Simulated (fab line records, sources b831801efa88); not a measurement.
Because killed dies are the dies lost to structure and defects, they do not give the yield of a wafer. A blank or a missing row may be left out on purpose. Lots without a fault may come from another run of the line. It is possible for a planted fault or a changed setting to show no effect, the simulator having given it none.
2 desks, one fault    flow gf180mcu    what lay behind the numbers comes last; until then each desk has only its own

== FROM THE METROLOGY DESK ==
Lot by lot, what the gauges showed, no matter which tool ran the lot: averages of those sampled wafers that carry a number. The brackets show how far a lot's mean lies from the usual mean; more than 4 standard deviations puts the lot out of limits, marked OUT.
Columns: A = CONTACT_W_RS at GF_CONTACT_RS_MEAS_25, usual 0.382 ohm/sq; B = CONTACT_W_THK at GF_CONTACT_THK_MEAS_26, usual 301 nm
lot   first seen here  A      B
L711  day 16 11:33     0.379  305
L713  day 17 03:40     0.382  298
L725  day 21 23:40     0.378  306
L732  day 23 13:57     0.387  299
L734  day 24 12:37     0.383  298
This desk's finding: nothing out of limits on any of the 5 lots.

== THE TOOL OWNER'S DESK: pvd_sputter-03 ==
At GF_M1_SPUTTER_01 (material TiN, target thk 30 nm, time 25 s) the tool's own readings: per lot run on this tool, the mean of the sampled wafers that have a number. The brackets show how far a lot's mean lies from the usual mean; more than 4 standard deviations puts the lot out of limits, marked OUT.
Columns: A = cathode_dc_power_W at GF_M1_SPUTTER_01, usual 6499.9 W; B = chamber_pressure_pa at GF_M1_SPUTTER_01, usual 0.4001 Pa; C = throttle_valve_pct at GF_M1_SPUTTER_01, usual 29.6 %
lot   first seen here  A                         B       C
L713  day 17 04:15     6499.5                    0.3999  29.5
L725  day 22 00:15     6811.1 (+99 or more) OUT  0.4007  29.8
L734  day 24 13:12     6500.8                    0.4000  29.5
This desk finds L725 out of limits, L725 being first, at day 22 00:15 (cathode_dc_power_W at GF_M1_SPUTTER_01). In limits: L713, L734.

== ALL TOGETHER ==
At day 22 00:15, on L725, the tool owner's desk was in a position to raise an alarm.
The metrology desk saw nothing out of limits.
The metrology desk holds a record of L725, inside its limits.
On pvd_sputter-03, each named lot ran GF_M1_SPUTTER_01.

== WHAT HAD BEEN PUT IN BY THE SIMULATOR ==
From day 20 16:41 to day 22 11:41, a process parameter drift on pvd_sputter-03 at GF_M1_SPUTTER_01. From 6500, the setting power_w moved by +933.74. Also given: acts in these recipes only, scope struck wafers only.
Lots struck among those shown: L725.
How many hours passed from the start of the fault until each desk's first out-of-limits reading: the tool owner's desk, 32.
